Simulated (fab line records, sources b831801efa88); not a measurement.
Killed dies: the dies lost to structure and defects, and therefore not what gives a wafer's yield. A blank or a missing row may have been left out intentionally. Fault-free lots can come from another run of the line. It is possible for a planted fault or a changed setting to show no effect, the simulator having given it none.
Matching of chambers | flow sky130 | SKY_VIA2_ETCH_15 on rie_diel-01: 4 sister chambers
The step etches SiO2 in C4F8/O2/Ar, stops on TiN, target depth 546 nm, time 84 s. 7 wafers are shown with their chamber, then 9 later ones without.

## WAFERS, EACH WITH ITS CHAMBER
wafer  | chamber | oes_product_au (a.u.)
L079.3 | 1       | 0.937
L084.3 | 1       | 0.951
L084.4 | 3       | 0.931
L090.5 | 0       | 0.941
L093.3 | 2       | 0.942
L093.4 | 0       | 0.948
L093.6 | 2       | 0.946

## WAFERS WHOSE CHAMBER IS MISSING
wafer  | oes_product_au (a.u.)
L095.1 | 0.935
L095.2 | 0.943
L095.3 | 0.945
L095.4 | 0.940
L095.5 | 0.940
L095.6 | 0.945
L097.1 | 0.938
L097.4 | 0.941
L097.6 | 0.944

## WHICH CHAMBER EACH WENT THROUGH
wafer  | from the rows above               | in truth
L095.1 | can't be placed: 3 or 1 or 2 or 0 | 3
L095.2 | can't be placed: 1 or 2 or 0 or 3 | 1
L095.3 | can't be placed: 0 or 1 or 2      | 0
L095.4 | can't be placed: 1 or 2 or 0 or 3 | 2
L095.5 | can't be placed: 1 or 2 or 0 or 3 | 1
L095.6 | can't be placed: 0 or 1 or 2      | 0
L097.1 | can't be placed: 1 or 2 or 0 or 3 | 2
L097.4 | can't be placed: 1 or 2 or 0 or 3 | 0
L097.6 | can't be placed: 1 or 2 or 0 or 3 | 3
Correctly placed: 0 of 9. Can't be placed from these rows: 9 (the true chamber is among the candidates in 9). 0 placed wrongly.
How it was worked out, from the rows above alone: a wafer's distance from a chamber is the root of the sum, over the readings, of the square of ((its reading less the chamber's mean) divided by the reading's scatter). The wafer belongs to the nearest chamber; if the next one is less than 2 further off, it can't be placed. Each chamber's mean is taken over the wafers shown for it. The scatter: the root of (the sum of the squares of (reading less its chamber's mean) over the shown wafers, divided by (wafers less chambers)).
